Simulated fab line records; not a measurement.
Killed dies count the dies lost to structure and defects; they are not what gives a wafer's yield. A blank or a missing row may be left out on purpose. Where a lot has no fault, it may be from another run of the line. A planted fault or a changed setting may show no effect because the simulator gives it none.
The tool behind it: which one? || flow gf180mcu || 11 lots, 33 wafers sampled, at 2 steps of a route of 602

== WHAT THE GAUGES SHOWED, per wafer ==
GF_M2_CD_MEAS_14: the cd target is 280 nm.
{"lot": "L115", "measured": "day 20 06:59", "on": "cdSem-02", "cdNm (nm)": "277.2 276.1 276.1"}
{"lot": "L119", "measured": "day 22 00:38", "on": "cdSem-02", "cdNm (nm)": "280.2 279.7 279.0"}
{"lot": "L121", "measured": "day 22 08:04", "on": "cdSem-01", "cdNm (nm)": "270.2 271.2 269.9 269.7 271.1 270.0"}
{"lot": "L123", "measured": "day 23 00:38", "on": "cdSem-02", "cdNm (nm)": "277.6 277.9 279.4"}
{"lot": "L124", "measured": "day 23 14:10", "on": "cdSem-01", "cdNm (nm)": "273.9 275.8 275.0"}
{"lot": "L126", "measured": "day 24 06:46", "on": "cdSem-01", "cdNm (nm)": "277.8 278.6 277.9"}
{"lot": "L127", "measured": "day 24 09:32", "on": "cdSem-01", "cdNm (nm)": "272.1 271.1 270.2 272.5 271.9 270.4"}
{"lot": "L130", "measured": "day 25 07:31", "on": "cdSem-01", "cdNm (nm)": "277.4 277.9 277.1"}
{"lot": "L133", "measured": "day 26 02:30", "on": "cdSem-02", "cdNm (nm)": "280.8 280.4 281.2"}
{"lot": "L134", "measured": "day 26 05:46", "on": "cdSem-02", "cdNm (nm)": "283.8 282.0 281.3"}
{"lot": "L136", "measured": "day 26 22:09", "on": "cdSem-01", "cdNm (nm)": "280.0 279.7 280.4"}

== TOOL THAT RAN EACH LOT (tool first, then ch and the chambers of the sampled wafers, then the start) ==
{"lot": "L115", "GF_M2_EXPOSE_11": "krfScanner-01 ch 0, day 19 19:07"}
{"lot": "L119", "GF_M2_EXPOSE_11": "krfScanner-01 ch 0, day 21 12:43"}
{"lot": "L121", "GF_M2_EXPOSE_11": "krfScanner-01 ch 0, day 21 20:39"}
{"lot": "L123", "GF_M2_EXPOSE_11": "krfScanner-02 ch 0, day 22 13:02"}
{"lot": "L124", "GF_M2_EXPOSE_11": "krfScanner-01 ch 0, day 23 03:19"}
{"lot": "L126", "GF_M2_EXPOSE_11": "krfScanner-02 ch 0, day 23 19:17"}
{"lot": "L127", "GF_M2_EXPOSE_11": "krfScanner-01 ch 0, day 23 22:06"}
{"lot": "L130", "GF_M2_EXPOSE_11": "krfScanner-01 ch 0, day 24 22:41"}
{"lot": "L133", "GF_M2_EXPOSE_11": "krfScanner-02 ch 0, day 25 16:10"}
{"lot": "L134", "GF_M2_EXPOSE_11": "krfScanner-02 ch 0, day 25 20:13"}
{"lot": "L136", "GF_M2_EXPOSE_11": "krfScanner-02 ch 0, day 26 11:56"}
- GF_M2_EXPOSE_11: exposes mask Metal2, target cd 280 nm.

== THE ANSWER, worked out from the rows above alone ==
Rule: the usual values come from the lots themselves. Put in order of their means at a reading, lots are off if they are a third of the lots or fewer, leave a main group of 4 or more, and stand apart from it by a gap of 3 or more times the standard deviation of the main group's means; of several such gaps the widest counts. Not used: any main group whose means are identical at the precision the tables above print for the reading. Also off: a lot with no number at a reading for which 4 or more lots have one. The other lots that the step has rows for count as sound.
No lot is off on any of the readings shown, so nothing can be concluded from this.

== WHAT WAS PUT IN BY THE SIMULATOR ==
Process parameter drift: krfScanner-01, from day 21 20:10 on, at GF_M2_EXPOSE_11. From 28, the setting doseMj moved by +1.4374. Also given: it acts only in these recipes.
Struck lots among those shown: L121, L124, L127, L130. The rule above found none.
